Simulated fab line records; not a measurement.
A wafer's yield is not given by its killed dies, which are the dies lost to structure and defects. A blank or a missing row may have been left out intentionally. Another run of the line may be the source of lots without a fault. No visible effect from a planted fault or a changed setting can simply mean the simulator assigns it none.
Chamber matching -- flow sky130 -- 3 sister chambers for SKY_VIA3_ETCH_15 on rie-diel-01
The step etches SiO2 in C4F8/O2/Ar, stops on TiN, target depth 507 nm, time 78 s. 6 wafers are shown with their chamber, then 6 later ones without.

== WAFERS, EACH WITH ITS CHAMBER ==
wafer,chamber,run-length-s (s),rf-fwd-power-W (W)
L731.6,1,106.6,1477
L741.2,1,106.6,1482
L744.3,2,106.0,1494
L744.6,2,105.4,1491
L745.2,3,106.1,1500
L745.4,3,105.7,1499

== WAFERS WITH NO CHAMBER GIVEN ==
wafer,run-length-s (s),rf-fwd-power-W (W)
L745.5,105.6,1490
L746.2,106.0,1494
L746.3,105.6,1487
L746.5,106.5,1481
L751.1,106.4,1492
L751.2,105.8,1494

== WHICH CHAMBER EACH ONE RAN IN ==
wafer,from the rows above,in truth
L745.5,2,2
L746.2,can't be placed: 2 or 3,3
L746.3,2,2
L746.5,1,1
L751.1,can't be placed: 2 or 3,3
L751.2,can't be placed: 2 or 3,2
Correct placement for 3 of the 6. Can't be placed from these rows: 3 (the true chamber is among the candidates in 3). Number placed wrongly: 0.
How it was worked out, from the rows above alone: a wafer's distance from a chamber is the root of the sum, over the readings, of the square of ((its reading less the chamber's mean) divided by the reading's scatter). If the next closest chamber is less than 2 further off than the closest, the wafer can't be placed; otherwise it belongs to the closest. Each chamber's mean is taken over the wafers shown for it. The scatter is the square root of a quotient: the sum, over the shown wafers, of each reading's squared deviation from its chamber's mean, divided by wafers minus chambers.
